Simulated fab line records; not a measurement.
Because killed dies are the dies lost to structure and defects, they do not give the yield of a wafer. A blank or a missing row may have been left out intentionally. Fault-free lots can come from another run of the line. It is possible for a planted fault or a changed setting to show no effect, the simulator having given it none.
2 desks looking at one fault || flow gf180mcu || every desk sees just its own numbers, and what lay behind them comes last

TOOL OWNER'S DESK, rie_diel-01
The tool's own readings at GF_V3_ETCH_17 (etches SiO2 in C4F8/O2/Ar, stops on TiN, target depth 635 nm): means of the sampled wafers that have a number, for each lot that ran on this tool. Any lot whose mean is over 4 standard deviations away from the usual mean is out of limits and marked OUT; that distance is given in the brackets.
Columns: A = bias_w at GF_V3_ETCH_17, usual 1200 W; B = oes_product_au at GF_V3_ETCH_17, usual 0.857 a.u.
{"lot": "L971", "first seen here": "day 22 06:00", "A": 1197, "B": 0.854}
{"lot": "L975", "first seen here": "day 24 00:00", "A": 1201, "B": 0.859}
{"lot": "L976", "first seen here": "day 24 08:00", "A": 1198, "B": 0.856}
{"lot": "L985", "first seen here": "day 27 11:00", "A": "1416 (+66) OUT", "B": 0.857}
{"lot": "L986", "first seen here": "day 27 16:00", "A": "1424 (+68) OUT", "B": 0.854}
{"lot": "L987", "first seen here": "day 27 19:00", "A": "1421 (+67) OUT", "B": 0.855}
This desk finds L985, L986, L987 out of limits, L985 being first, at day 27 11:00 (bias_w at GF_V3_ETCH_17). L971, L975, L976: within limits.

AT THE METROLOGY DESK
Lot by lot, what the gauges showed, no matter which tool ran the lot: averages of those sampled wafers that carry a number. Any lot whose mean is over 4 standard deviations away from the usual mean is out of limits and marked OUT; that distance is given in the brackets.
Columns: A = V3_CVD_00_THK at GF_V3_THK_MEAS_01, usual 596 nm; B = V3_OVL at GF_V3_OVL_MEAS_15, usual 2 nm
{"lot": "L971", "first seen here": "day 21 06:18", "A": 598, "B": 0}
{"lot": "L972", "first seen here": "day 21 09:14", "A": 591, "B": -2}
{"lot": "L974", "first seen here": "day 22 22:01", "A": 597, "B": 0}
{"lot": "L975", "first seen here": "day 23 01:58", "A": 600, "B": 3}
{"lot": "L976", "first seen here": "day 23 09:09", "A": 602, "B": 2}
{"lot": "L979", "first seen here": "day 24 10:09", "A": 602, "B": 1}
{"lot": "L980", "first seen here": "day 24 19:47", "A": 598, "B": 2}
{"lot": "L981", "first seen here": "day 25 04:13", "A": 593, "B": 1}
{"lot": "L982", "first seen here": "day 25 08:56", "A": 586, "B": -3}
{"lot": "L985", "first seen here": "day 26 14:46", "A": 596, "B": 4}
{"lot": "L986", "first seen here": "day 26 20:26", "A": 590, "B": -5}
{"lot": "L987", "first seen here": "day 26 22:16", "A": 598, "B": 6}
{"lot": "L992", "first seen here": "day 28 11:40", "A": 584, "B": 2}
{"lot": "L993", "first seen here": "day 28 16:36", "A": 598, "B": 1}
This desk's verdict: no lot among the 14 shows anything out of limits.

ALL TOGETHER
The tool owner's desk had the chance to raise an alarm at day 27 11:00 on L985, L986, L987.
The metrology desk saw nothing out of limits.
The metrology desk has L985, L986, L987 on record, within its limits.
All the named lots went through GF_V3_ETCH_17 on rie_diel-01.

WHAT THE SIMULATOR HAD PUT IN
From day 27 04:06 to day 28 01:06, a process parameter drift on rie_diel-01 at GF_V3_ETCH_17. From 1200, the setting bias_w moved by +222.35. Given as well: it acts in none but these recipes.
Struck lots among those shown: L985, L986, L987.
Each desk's first reading out of limits, in hours after the fault started: the tool owner's desk, 7.
